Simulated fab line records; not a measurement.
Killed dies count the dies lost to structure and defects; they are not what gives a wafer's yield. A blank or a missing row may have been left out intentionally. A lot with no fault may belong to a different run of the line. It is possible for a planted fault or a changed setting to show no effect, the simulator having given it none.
One fault seen from 2 desks    flow sky130    only its own numbers are on each desk; what lay behind them is given at the end

FROM THE METROLOGY DESK
What the gauges read, lot by lot, whatever tool the lot ran on: means of the sampled wafers that have a number. The brackets show how far a lot's mean lies from the usual mean; more than 4 standard deviations puts the lot out of limits, marked OUT.
Columns: A = PASSIVATION_CVD_00_THK at SKY_PASSIVATION_THK_MEAS_01, usual 90.9 nm; B = PASSIVATION_CVD_02_THK at SKY_PASSIVATION_THK_MEAS_03, usual 538 nm
lot   first seen here  A     B
L586  day 44 08:11     91.2  538
L587  day 45 05:13     90.0  542
L588  day 45 05:31     91.2  539
L590  day 45 06:08     92.0  537
L589  day 45 16:09     92.6  541
L592  day 47 13:00     92.3  535
L596  day 47 13:54     90.5  546
L599  day 47 17:55     88.4  528
L594  day 47 18:04     90.5  530
L600  day 47 19:37     91.7  540
L604  day 48 18:11     89.7  539
L607  day 49 07:52     90.5  546
Finding of this desk: none of the 12 lots has anything out of limits.

DESK OF THE TOOL OWNER: pvd_sputter-01
At SKY_VIA3_SPUTTER_20 (material TiN, target thk 20 nm, time 80 s) the tool's own readings: per lot run on this tool, the mean of the sampled wafers that have a number. The brackets show how far a lot's mean lies from the usual mean; more than 4 standard deviations puts the lot out of limits, marked OUT.
Columns: A = throttle_valve_pct at SKY_VIA3_SPUTTER_20, usual 29.7 %
lot   first seen here  A
L588  day 41 02:56     29.2
L590  day 41 05:34     29.3
L592  day 43 17:34     29.0
L596  day 43 18:48     28.5
L599  day 43 22:43     29.1
L600  day 44 00:41     28.6
Finding of this desk: none of the 6 lots has anything out of limits.

PUT TOGETHER
Metrology desk: nothing out of limits seen.
Nothing out of limits was seen by the tool owner's desk.

WHAT HAD BEEN PUT IN BY THE SIMULATOR
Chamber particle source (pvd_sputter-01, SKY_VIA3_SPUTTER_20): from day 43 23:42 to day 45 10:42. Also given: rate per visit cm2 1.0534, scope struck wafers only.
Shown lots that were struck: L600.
